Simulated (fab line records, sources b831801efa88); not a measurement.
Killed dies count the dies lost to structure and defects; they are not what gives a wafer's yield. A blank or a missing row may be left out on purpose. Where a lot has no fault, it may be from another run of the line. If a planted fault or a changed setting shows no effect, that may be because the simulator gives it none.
2 desks, one fault :: flow gf180mcu :: each desk has only its own numbers; what lay behind them comes last

== FROM THE METROLOGY DESK ==
What the gauges read for every lot (on any tool): the sampled wafers with a number, averaged. The brackets show how far a lot's mean lies from the usual mean; more than 4 standard deviations puts the lot out of limits, marked OUT.
Columns: A = TOP_METAL_ALCU_RS at GF_TOP_METAL_RS_MEAS_05, usual 0.0329 ohm/sq
lot: L995
first seen here: day 27 08:22
A: 0.0330

lot: L996
first seen here: day 27 16:04
A: 0.0333

lot: L101
first seen here: day 29 10:02
A: 0.0324

lot: L102
first seen here: day 29 12:27
A: 0.0328

lot: L106
first seen here: day 30 19:08
A: 0.0329

lot: L108
first seen here: day 31 06:14
A: 0.0326

lot: L109
first seen here: day 31 14:16
A: 0.0329

lot: L112
first seen here: day 32 10:18
A: 0.0327

lot: L113
first seen here: day 32 13:45
A: 0.0328

lot: L114
first seen here: day 32 19:39
A: 0.0329

lot: L115
first seen here: day 33 00:45
A: 0.0327

lot: L118
first seen here: day 33 20:24
A: 0.0334
This desk found nothing out of limits on any of the 12 lots.

== DESK OF THE TOOL OWNER: pvdSputter-02 ==
The tool's own readings at GF_MIM_SPUTTER_08 (material AlCu, target thk 200 nm, time 10.6 s): means of the sampled wafers that have a number, for each lot that ran on this tool. The brackets show how far a lot's mean lies from the usual mean; more than 4 standard deviations puts the lot out of limits, marked OUT.
Columns: A = chamberPressurePa at GF_MIM_SPUTTER_08, usual 0.4000 Pa; B = throttleValvePct at GF_MIM_SPUTTER_08, usual 30.2 %
lot: L108
first seen here: day 28 19:16
A: 0.4003
B: 29.3

lot: L109
first seen here: day 29 03:18
A: 0.3999
B: 29.4
This desk found nothing out of limits on any of the 2 lots.

== TAKEN TOGETHER ==
Metrology desk: nothing out of limits seen.
Nothing out of limits was seen by the tool owner's desk.

== WHAT THE SIMULATOR HAD PUT IN ==
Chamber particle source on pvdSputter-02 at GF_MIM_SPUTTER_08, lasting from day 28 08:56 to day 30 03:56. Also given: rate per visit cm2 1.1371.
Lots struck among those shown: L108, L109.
